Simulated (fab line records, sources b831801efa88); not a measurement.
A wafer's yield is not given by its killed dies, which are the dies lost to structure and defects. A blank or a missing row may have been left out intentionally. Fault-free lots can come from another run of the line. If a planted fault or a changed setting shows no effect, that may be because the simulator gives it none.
fab line records + flow sfq-line
[record]
- lots = 5
- wafers = 15
- last-day = 91
route steps=325 shown M6@265 I6@266
lots untouched by any fault: they come from a run of this same line in which no faults occurred
start-h: start of the lot's first displayed wafer, in hours after the record's first day + wait-h: hours from the lot's prior step to this one + " same as the row above + L1.1+2: several wafers, shown together as one row + - no value present, or no start provided + * or withheld: withheld + < > ~ a bound
route shown NAME@n: NAME is a module with steps in the file, n the number in the route of the first one + usual: mean and standard deviation over wafers with no fault + same: alike in all rows + chamber/n: place in a boat + sites: readings site by site + _std_site: their standard deviation + _edge_site: inner sites' mean taken away from outer sites' mean + radius-mm: for every site, how far away it sits from the centre of the wafer + mask NAME#n: copy n + behind: tool/chamber where the wafer was last shaped + hold: what put the lot on hold/how long, in hours/how the hold closed + device: names the non-switching transistor (n, p or np) + end of line: the tests these same wafers got at the end of their route + step lacking rows: just its recipe + killed: not the wafer's yield, but the dies lost to structure and defects at the first sort + map: dies across one wafer; x = killed, . = not, _ = none there
set.NAME: setting as actually run; set.NAME@STEP: the setting as run at that earlier step + model.NAME: the simulator's own value behind a step, which no gauge read
certain route steps with their lots: each step a table, each wafer a row
services: when a tool's chamber went out of use (start-h, in hours from the record's first day, below 0 if earlier), for how many hours, and the reason
[[steps]]
[step SFQ_TRILAYER_M6_STRIP_SOLV_CLEAN_164]
[recipe]
- chemistry = NMP
- temp-c = 70
- time-s = 600
[step SFQ_TRILAYER_I6_DEP_PECVD_165]
[recipe]
- material = SiO2
- temp-c = 150
- time-s = 111.11
- pressure-torr = 2.4
- rf-w = 183.3
- precursor = SiH4/N2O
- target-thk-nm = 500
[usual]
- heater-power-w = 79/18
- throttle-valve-pct = 24.1/1.2
| lot.wafer | tool     | chamber | start-h | wait-h | heater-power-w | throttle-valve-pct |
|-----------|----------|---------|---------|--------|----------------|--------------------|
| L494.1    | pecvd-04 | 2       | 1688.45 | 0.0    | 97             | 22.6               |
| L494.2    | "        | 1       | "       | "      | 84             | 24.9               |
| L494.5    | "        | 1       | "       | "      | 84             | 24.9               |
| L507.1    | pecvd-01 | 2       | 1791.37 | 0.0    | 88             | 23.4               |
| L507.4    | "        | 0       | "       | "      | 113            | 22.3               |
| L507.5    | "        | 2       | "       | "      | 72             | 23.7               |
| L514.2    | pecvd-01 | 2       | 1858.47 | 0.0    | 79             | 23.7               |
| L514.3    | "        | 0       | "       | "      | 103            | 22.6               |
| L514.4    | "        | 0       | "       | "      | 106            | 22.7               |
| L515.3    | pecvd-04 | 2       | 1859.67 | 0.0    | 89             | 23.0               |
| L515.4    | "        | 2       | "       | "      | 92             | 22.8               |
| L515.5    | "        | 1       | "       | "      | 91             | 25.6               |
| L516.4    | pecvd-02 | 1       | 1874.23 | 0.0    | 55             | 25.3               |
| L516.5    | "        | 0       | "       | "      | 74             | 26.0               |
| L516.6    | "        | 2       | "       | "      | 68             | 26.0               |
[step SFQ_TRILAYER_I6_CMP_CMP_166]
[recipe]
- material = SiO2
- down-force-psi = 3
- platen-rpm = 60
- pad-velocity-m-s = 0.94248
[usual]
- motor-current-A = 9.9/1.3
- time-to-endpoint-s = 217/6.3
| lot.wafer | tool   | chamber | start-h | wait-h | motor-current-A | time-to-endpoint-s |
|-----------|--------|---------|---------|--------|-----------------|--------------------|
| L494.1    | cmp-02 | 0       | 1688.53 | 0.0    | 10.9            | 214                |
| L494.2    | "      | 2       | 1689.53 | 1.0    | 11.3            | 217                |
| L494.5    | "      | 0       | 1690.53 | 2.0    | 10.6            | 222                |
| L507.4    | cmp-01 | 1       | 1791.45 | 0.0    | 9.7             | 211                |
| L507.1    | "      | 2       | "       | "      | 12.3            | 210                |
| L507.5    | "      | 2       | 1793.95 | 2.5    | 11.8            | 213                |
| L514.3    | cmp-01 | 0       | 1861.43 | 2.9    | 8.2             | 206                |
| L514.4    | "      | 1       | "       | "      | 9.6             | 206                |
| L514.2    | "      | 2       | "       | "      | 12.3            | 204                |
| L515.4    | cmp-02 | 0       | 1862.42 | 2.7    | 10.3            | 226                |
| L515.3    | "      | 2       | 1863.42 | 3.7    | 12.1            | 218                |
| L515.5    | "      | 1       | 1864.92 | 5.2    | 10.2            | 224                |
| L516.4    | cmp-02 | 1       | 1875.27 | 1.0    | 10.2            | 222                |
| L516.6    | "      | 3       | 1876.27 | 2.0    | 8.4             | 213                |
| L516.5    | "      | 0       | "       | "      | 10.2            | 221                |
[step SFQ_I6_BOW_MEAS_941]
[recipe]
- mode = bow
[usual]
- I6_BOW = 7/9.3
| lot.wafer | tool          | chamber | start-h | wait-h | I6_BOW[um] |
|-----------|---------------|---------|---------|--------|------------|
| L494.1    | film-metro-01 | -       | 1691.53 | 2.5    | 3          |
| L494.2    | "             | -       | "       | "      | 14         |
| L494.5    | "             | -       | "       | "      | 14         |
| L507.1    | film-metro-01 | -       | 1794.45 | 2.0    | 7          |
| L507.4    | "             | -       | "       | "      | 21         |
| L507.5    | "             | -       | "       | "      | 14         |
| L514.2    | film-metro-04 | -       | 1864.45 | 1.5    | 8          |
| L514.3    | "             | -       | "       | "      | -6         |
| L514.4    | "             | -       | "       | "      | 2          |
| L515.3    | film-metro-01 | -       | 1865.46 | 1.5    | 2          |
| L515.4    | "             | -       | "       | "      | 5          |
| L515.5    | "             | -       | "       | "      | 8          |
| L516.4    | film-metro-03 | -       | 1877.33 | 1.6    | 5          |
| L516.5    | "             | -       | "       | "      | 13         |
| L516.6    | "             | -       | "       | "      | -1         |
[step SFQ_TRILAYER_I6_METRO_MEASURE_167]
[usual]
- thk-nm = 200.4/0.86
| lot.wafer | tool          | chamber | start-h | wait-h | thk-nm |
|-----------|---------------|---------|---------|--------|--------|
| L494.1    | film-metro-01 | -       | 1691.65 | 0.1    | 200.6  |
| L494.2    | "             | -       | "       | "      | 201.2  |
| L494.5    | "             | -       | "       | "      | 201.4  |
| L507.1    | film-metro-01 | -       | 1794.57 | 0.1    | 200.5  |
| L507.4    | "             | -       | "       | "      | 199.7  |
| L507.5    | "             | -       | "       | "      | 198.7  |
| L514.2    | film-metro-04 | -       | 1864.75 | 0.3    | 199.7  |
| L514.3    | "             | -       | "       | "      | 199.6  |
| L514.4    | "             | -       | "       | "      | 200.8  |
| L515.3    | film-metro-01 | -       | 1865.94 | 0.5    | 202.9  |
| L515.4    | "             | -       | "       | "      | 202.5  |
| L515.5    | "             | -       | "       | "      | 202.3  |
| L516.4    | film-metro-03 | -       | 1877.99 | 0.6    | 200.0  |
| L516.5    | "             | -       | "       | "      | 199.5  |
| L516.6    | "             | -       | "       | "      | 198.5  |
[step SFQ_TRILAYER_I6_VIA_LITHO_COAT_174]
[recipe]
- resist = BARC
- spin-rpm = 3000
- resist-thk-nm = 62
[step SFQ_TRILAYER_I6_VIA_LITHO_COAT_169]
[recipe]
- resist = KrF
- spin-rpm = 3000
- resist-thk-nm = 650
[step SFQ_TRILAYER_I6_VIA_LITHO_SOFTBAKE_173]
[recipe]
- temp-c = withheld
- time-s = withheld
- resist = KrF
[step SFQ_TRILAYER_I6_VIA_LITHO_EXPOSE_170]
[recipe]
- mask-id = I6
- na = 0.6
- source-shape = conventional
- sigma-outer = 0.65
- target-cd-nm = 700
- dose-mj = 21.3
[step SFQ_TRILAYER_I6_VIA_LITHO_PEB_172]
[recipe]
- peb-temp-c = 115
- peb-time-s = 60
- resist = KrF
[step SFQ_TRILAYER_I6_VIA_LITHO_DEVELOP_171]
[recipe]
- time-s = 60
- resist = KrF
[step SFQ_I6_OVL_MEAS_942]
[usual]
- I6_OVL = 0/6
| lot.wafer | tool       | chamber | start-h | wait-h | I6_OVL[nm] |
|-----------|------------|---------|---------|--------|------------|
| L494.1    | overlay-02 | -       | 1798.52 | 0.1    | -13        |
| L494.2    | "          | -       | "       | "      | -9         |
| L494.5    | "          | -       | "       | "      | -8         |
| L507.1    | overlay-01 | -       | 1899.60 | 0.1    | 1          |
| L507.4    | "          | -       | "       | "      | 8          |
| L507.5    | "          | -       | "       | "      | 2          |
| L514.2    | overlay-02 | -       | 1966.53 | 0.1    | -1         |
| L514.3    | "          | -       | "       | "      | -1         |
| L514.4    | "          | -       | "       | "      | 2          |
| L515.3    | overlay-01 | -       | 1968.94 | 0.1    | 5          |
| L515.4    | "          | -       | "       | "      | 3          |
| L515.5    | "          | -       | "       | "      | -2         |
| L516.4    | overlay-01 | -       | 1985.74 | 0.1    | 2          |
| L516.5    | "          | -       | "       | "      | 3          |
| L516.6    | "          | -       | "       | "      | 3          |
[step SFQ_TRILAYER_I6_VIA_BARC_OPEN_VIA_ETCH_235]
[recipe]
- mask-material = PR
- chemistry = O2
- target-depth-nm = 125
- target = BARC
- source-w = 500
- bias-w = 80
- pressure-mtorr = 30
- time-s = 41.7
[usual]
- bias-w = 79.98/0.24
- drypump-motor-current-A = 5.6/0.44
- oes-product-au = 0.685/0.0046
| lot.wafer | tool        | chamber | start-h | wait-h | bias-w | drypump-motor-current-A | oes-product-au | rf-hours-counter-h |
|-----------|-------------|---------|---------|--------|--------|-------------------------|----------------|--------------------|
| L494.1    | rie-diel-04 | 3       | 1798.55 | 0.0    | 80.39  | 5.7                     | 0.677          | 20                 |
| L494.2    | "           | 2       | "       | "      | 79.87  | 5.0                     | 0.691          | 16                 |
| L494.5    | "           | 0       | "       | "      | 80.31  | 5.0                     | 0.681          | -                  |
| L507.1    | rie-diel-02 | 0       | 1899.63 | 0.0    | 80.20  | 5.1                     | 0.686          | 22                 |
| L507.4    | "           | 3       | "       | "      | 79.92  | 5.5                     | 0.682          | 21                 |
| L507.5    | "           | 2       | "       | "      | 76.55  | 6.1                     | 0.683          | -                  |
| L514.2    | rie-diel-04 | 1       | 1966.56 | 0.0    | 80.16  | 6.0                     | 0.685          | 2                  |
| L514.3    | "           | 3       | "       | "      | 80.33  | 5.7                     | 0.688          | 1                  |
| L514.4    | "           | 0       | "       | "      | 80.41  | 5.0                     | 0.678          | 3                  |
| L515.3    | rie-diel-01 | 0       | 1968.96 | 0.0    | 80.29  | 5.4                     | 0.683          | 10                 |
| L515.4    | "           | 3       | "       | "      | 80.15  | 5.9                     | 0.690          | 11                 |
| L515.5    | "           | 2       | "       | "      | 79.96  | 6.2                     | 0.681          | -                  |
| L516.4    | rie-diel-02 | 3       | 1985.78 | 0.0    | 80.15  | 5.4                     | 0.692          | -                  |
| L516.5    | "           | 0       | "       | "      | 80.32  | 5.1                     | 0.696          | -                  |
| L516.6    | "           | 2       | "       | "      | 79.74  | 6.1                     | 0.687          | -                  |
[step SFQ_TRILAYER_I6_VIA_ETCH_VIA_ETCH_172]
[recipe]
- target = SiO2
- stop-on = Nb
- mask-material = PR
- taper-deg = 20
- chemistry = CHF3
- target-depth-nm = 260
- source-w = 500
- bias-w = 80
- pressure-mtorr = 30
- time-s = withheld
[usual]
- bias-w = 79.98/0.22
- drypump-motor-current-A = 5.6/0.43
- oes-product-au = 0.855/0.0048
| lot.wafer | tool        | chamber | start-h | wait-h | bias-w | drypump-motor-current-A | oes-product-au |
|-----------|-------------|---------|---------|--------|--------|-------------------------|----------------|
| L494.1    | rie-diel-04 | 3       | 1798.59 | 0.0    | 79.69  | 5.7                     | 0.861          |
| L494.2    | "           | 2       | "       | "      | 79.95  | 5.0                     | 0.855          |
| L494.5    | "           | 0       | "       | "      | 79.61  | 5.0                     | 0.859          |
| L507.1    | rie-diel-02 | 0       | 1899.67 | 0.0    | 79.61  | 5.1                     | 0.852          |
| L507.4    | "           | 3       | "       | "      | 80.04  | 5.4                     | 0.854          |
| L507.5    | "           | 2       | "       | "      | 79.94  | 6.1                     | 0.848          |
| L514.2    | rie-diel-04 | 1       | 1966.60 | 0.0    | 79.61  | 6.0                     | 0.854          |
| L514.3    | "           | 3       | "       | "      | 80.19  | 5.7                     | 0.854          |
| L514.4    | "           | 0       | "       | "      | 79.91  | 5.0                     | 0.854          |
| L515.3    | rie-diel-01 | 0       | 1969.00 | 0.0    | 80.13  | 5.4                     | 0.847          |
| L515.4    | "           | 3       | "       | "      | 79.58  | 5.8                     | 0.861          |
| L515.5    | "           | 2       | "       | "      | 79.58  | 6.2                     | 0.865          |
| L516.4    | rie-diel-02 | 3       | 1985.86 | 0.1    | 79.91  | 5.4                     | 0.845          |
| L516.5    | "           | 0       | "       | "      | 80.15  | 5.1                     | 0.858          |
| L516.6    | "           | 2       | "       | "      | 80.32  | 6.1                     | 0.848          |
[[services]]
| tool          | chamber | start-h | hours | kind   |
|---------------|---------|---------|-------|--------|
| film-metro-01 | -       | 1664.48 | 0.7   | pm     |
| rie-diel-02   | 1       | 1672.52 | 4.1   | repair |
| film-metro-01 | -       | 1679.51 | 1.1   | pm     |
| rie-diel-02   | 1       | 1695.13 | 1.4   | repair |
| film-metro-01 | -       | 1699.90 | 1.5   | pm     |
| rie-diel-04   | 2       | 1716.60 | 2.8   | repair |
| film-metro-01 | -       | 1724.24 | 2.1   | pm     |
| cmp-02        | -       | 1745.86 | 0.6   | repair |
| cmp-02        | -       | 1749.81 | 2.7   | repair |
| rie-diel-04   | 2       | 1752.74 | 6.6   | repair |
| rie-diel-02   | 1       | 1755.02 | 10.2  | repair |
| cmp-02        | -       | 1772.28 | 4.0   | pm     |
| rie-diel-02   | -       | 1787.08 | 2.8   | pm     |
| cmp-02        | -       | 1787.84 | 1.1   | repair |
| cmp-02        | -       | 1799.74 | 2.2   | repair |
| cmp-02        | -       | 1844.59 | 5.2   | pm     |
| film-metro-01 | -       | 1845.24 | 6.9   | pm     |
| rie-diel-04   | 1       | 1872.64 | 1.8   | repair |
| cmp-02        | -       | 1900.07 | 6.1   | pm     |
| cmp-02        | -       | 1907.46 | 14.4  | repair |
| cmp-02        | -       | 1915.38 | 0.3   | repair |
| rie-diel-02   | 0       | 1941.64 | 8.5   | repair |
| rie-diel-02   | 1       | 1953.35 | 4.9   | repair |
| rie-diel-02   | 0       | 1953.53 | 16.2  | repair |
[[key]]
[first-sign]
- step = SFQ_TRILAYER_I6_VIA_BARC_OPEN_VIA_ETCH_235
- reading = bias-w
- direction = down
- sigmas = 14
- usual = 79.98
- struck = 76.55
effect none on later readings
met-at SFQ_TRILAYER_I6_VIA_BARC_OPEN_VIA_ETCH_235
struck-wafers L507.5
[fault]
- kind = process-parameter-drift
- tool = rie-diel-02
- chamber = 2
- onset-h = 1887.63
- steps = SFQ_TRILAYER_I6_VIA_BARC_OPEN_VIA_ETCH_235
- channel = bias-w
- offset = -2.9078
- shape = step
- end-h = 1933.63
- acts-in = these-recipes-only
- stated = 80
